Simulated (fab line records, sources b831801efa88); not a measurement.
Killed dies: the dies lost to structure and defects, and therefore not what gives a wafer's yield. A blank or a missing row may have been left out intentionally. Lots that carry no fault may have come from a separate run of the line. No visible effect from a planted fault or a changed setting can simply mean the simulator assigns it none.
Which tool did it? :: flow gf180mcu :: 18 wafers sampled from 6 lots at 1 step of a route of 602

## WHAT THE GAUGES READ, wafer by wafer
GF_MVSD_OVL_MEAS_07.
lot: L520
measured: day 4 14:46
on: overlay-02
MVSD_OVL (nm): -0.4 0.1 0.0

lot: L522
measured: day 5 00:40
on: overlay-02
MVSD_OVL (nm): -1.8 -1.5 -0.8

lot: L526
measured: day 6 03:01
on: overlay-01
MVSD_OVL (nm): -0.8 0.5 -0.4

lot: L531
measured: day 7 09:41
on: overlay-01
MVSD_OVL (nm): 2.7 1.1 1.8

lot: L535
measured: day 8 08:16
on: overlay-01
MVSD_OVL (nm): 0.7 0.3 1.0

lot: L541
measured: day 9 18:22
on: overlay-02
MVSD_OVL (nm): -1.0 -0.4 0.0

## TOOL THAT RAN EACH LOT (tool first, then ch and the chambers of the sampled wafers, then the start)
There is no process step in the record ahead of these readings.

## THE ANSWER, worked out from the rows above alone
Rule: usual is defined by the lots themselves. The widest of any qualifying gaps counts: lots, ordered by their means at a reading, are off when they make up no more than a third of the lots, leave a main group of 4 or more, and stand apart from it by 3 or more times the standard deviation of that group's means. A main group is skipped when, at the precision printed for the reading in the tables above, its means are all equal. A lot without any number at a reading at which 4 lots or more have one is off too. All remaining lots with rows at the step are treated as sound.
Nothing can be told from this: no lot is off at any reading shown.

## WHAT THE SIMULATOR HAD INSERTED
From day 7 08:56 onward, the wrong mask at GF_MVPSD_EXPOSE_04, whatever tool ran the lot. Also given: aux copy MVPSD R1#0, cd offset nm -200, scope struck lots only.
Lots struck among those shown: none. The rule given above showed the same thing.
